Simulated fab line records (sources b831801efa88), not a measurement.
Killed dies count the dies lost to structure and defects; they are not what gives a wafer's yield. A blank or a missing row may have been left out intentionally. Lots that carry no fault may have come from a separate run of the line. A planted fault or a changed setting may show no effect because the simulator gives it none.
The tool behind it: which one? | flow sky130 | 13 lots, 39 wafers sampled, at 4 steps of a route of 708

== WHAT THE GAUGES SHOWED, per wafer ==
SKY_FIELD_ISO_THK_MEAS_02.
lot  | measured    | on            | FIELD_ISO_OXIDATION_00_THK (nm)
L405 | day 1 12:42 | film-metro-03 | 11.90 11.81 12.01
L408 | day 2 02:40 | film-metro-01 | 12.51 12.33 12.11
L412 | day 2 23:23 | film-metro-03 | 12.10 11.81 11.84
L413 | day 3 05:01 | film-metro-02 | 11.65 11.81 11.71
L414 | day 3 10:41 | film-metro-01 | 12.37 12.41 12.43
L416 | day 3 18:39 | film-metro-01 | 12.11 12.10 12.20
L417 | day 3 23:55 | film-metro-03 | 12.15 11.94 12.14
L418 | day 4 04:38 | film-metro-01 | 11.70 11.72 11.76
L421 | day 4 20:23 | film-metro-03 | 12.13 11.90 11.71
L424 | day 5 11:56 | film-metro-01 | 12.08 12.20 12.13
L425 | day 5 15:38 | film-metro-01 | 12.13 11.98 12.44
L427 | day 6 01:38 | film-metro-01 | 12.06 12.18 12.28
L428 | day 6 07:16 | film-metro-02 | 12.35 12.16 12.32

SKY_NWELL_THK_MEAS_02.
lot  | measured    | on            | NWELL_OXIDATION_THK (nm)
L405 | day 2 19:01 | film-metro-03 | 10.11 10.03 10.02
L408 | day 3 03:47 | film-metro-03 | 10.31 9.98 10.19
L412 | day 4 02:39 | film-metro-04 | 10.43 10.46 10.57
L413 | day 4 09:05 | film-metro-04 | 10.08 10.26 10.26
L414 | day 4 11:37 | film-metro-04 | 10.04 10.03 10.02
L421 | day 5 23:07 | film-metro-03 | 10.02 10.23 10.05
L424 | day 6 15:10 | film-metro-02 | 10.25 10.23 10.13
L425 | day 6 21:02 | film-metro-04 | 9.78 9.66 10.01
L427 | day 7 07:51 | film-metro-02 | 10.00 10.09 9.98
L428 | day 7 15:38 | film-metro-03 | 9.74 9.76 9.71

SKY_PWDE_OVL_MEAS_07.
lot  | measured    | on         | PWDE_OVL (nm)
L405 | day 4 02:49 | overlay-01 | 0.4 -0.8 1.3
L408 | day 4 12:44 | overlay-01 | -0.4 -1.0 -1.7
L412 | day 5 12:46 | overlay-02 | 0.9 0.8 -0.5
L413 | day 5 19:56 | overlay-02 | 1.3 2.4 0.7
L414 | day 5 23:37 | overlay-02 | -1.7 -0.6 -0.8
L421 | day 7 12:46 | overlay-02 | -0.7 0.5 -0.3
L424 | day 8 06:59 | overlay-02 | 0.7 0.4 0.2
L425 | day 8 13:40 | overlay-01 | -3.1 -3.7 -3.0
L427 | day 9 01:53 | overlay-01 | -2.5 -1.5 -1.9
L428 | day 9 09:40 | overlay-01 | -1.3 -0.4 -1.2

== TOOL THAT RAN EACH LOT (tool first, then ch and the chambers of the sampled wafers, then the start) ==
lot  | SKY_FIELD_ISO_ETCH_17
L405 | rie-si-01 ch 1,2,3, day 2 07:44
L408 | rie-si-01 ch 0,1,2, day 2 20:20
L412 | rie-si-01 ch 0,1,2, day 3 19:23
L413 | rie-si-01 ch 1,2, day 4 01:11
L414 | rie-si-01 ch 0,2,3, day 4 05:05
L416 | rie-si-01 ch 1,2, day 4 13:17
L417 | rie-si-01 ch 0,1,3, day 4 19:08
L418 | rie-si-01 ch 0,2,3, day 5 01:05
L421 | rie-si-02 ch 0,1,2, day 5 16:11
L424 | rie-si-02 ch 0,1,3, day 6 09:08
L425 | rie-si-01 ch 0,2,3, day 6 14:14
L427 | rie-si-01 ch 0,2,3, day 6 22:14
L428 | rie-si-02 ch 1,3, day 7 05:53
- SKY_FIELD_ISO_ETCH_17: etches Si in HBr/Cl2/O2, target depth 342 nm, time 97.7 s.

== AS READ BY THE TOOLS THEMSELVES (means over the sampled wafers that have a number; for cases with no such wafer, the mark the record gives instead) ==
SKY_FIELD_ISO_ETCH_17.
lot  | tool      | HBr_flow_sccm (sccm) | O2_flow_sccm (sccm) | drypump-motor-current-A (A) | oes-product-au (a.u.) | rf-fwd-power-W (W) | throttle-valve-pct (%)
L405 | rie-si-01 | 149.6                | 6.013               | 5.7                         | 1.001                 | 597.6              | 25.649
L408 | rie-si-01 | 150.3                | 5.994               | 5.5                         | 0.988                 | 595.3              | 25.659
L412 | rie-si-01 | 150.0                | 6.003               | 5.5                         | 1.003                 | 596.0              | 25.658
L413 | rie-si-01 | 150.1                | 5.992               | 5.6                         | 1.006                 | 595.3              | 25.655
L414 | rie-si-01 | 150.2                | 6.015               | 5.6                         | 1.011                 | 597.1              | 25.655
L416 | rie-si-01 | -                    | -                   | -                           | -                     | -                  | -
L417 | rie-si-01 | -                    | -                   | -                           | -                     | -                  | -
L418 | rie-si-01 | -                    | -                   | -                           | -                     | -                  | -
L421 | rie-si-02 | 150.5                | 5.993               | 5.3                         | 1.003                 | 593.6              | 25.651
L424 | rie-si-02 | 150.4                | 5.992               | 5.2                         | 0.996                 | 597.4              | 25.664
L425 | rie-si-01 | 150.0                | 6.014               | 5.6                         | 1.001                 | 599.1              | 25.655
L427 | rie-si-01 | 149.9                | 5.997               | 5.6                         | 1.000                 | 595.6              | 25.652
L428 | rie-si-02 | 150.0                | 5.981               | 5.6                         | 0.998                 | 594.9              | 25.646

== THE ANSWER, worked out from the rows above alone ==
Rule: usual is defined by the lots themselves. The widest of any qualifying gaps counts: lots, ordered by their means at a reading, are off when they make up no more than a third of the lots, leave a main group of 4 or more, and stand apart from it by 3 or more times the standard deviation of that group's means. Not used: any main group whose means are identical at the precision the tables above print for the reading. Also off: a lot with no number at a reading for which 4 or more lots have one. Where the step has rows for the other lots, those lots are counted as sound. First the gauges in route order, then the tools' own readings, where a lot's mean is used as printed above. At the first step where some lot is off, the reading lying furthest off is the one used; lots without a number count as furthest.
Off: L416, L417, L418, at SKY_FIELD_ISO_ETCH_17 (HBr_flow_sccm). Without a number there: L416, L417, L418. Mean 150.1 sccm and standard deviation 0.25 in the main group.
If a tool, at that step or one of the process steps before it, ran each lot that is off and ran no sound lot following the first of them, it fits. No candidate that was tried fits.

== WHAT WAS PUT IN BY THE SIMULATOR ==
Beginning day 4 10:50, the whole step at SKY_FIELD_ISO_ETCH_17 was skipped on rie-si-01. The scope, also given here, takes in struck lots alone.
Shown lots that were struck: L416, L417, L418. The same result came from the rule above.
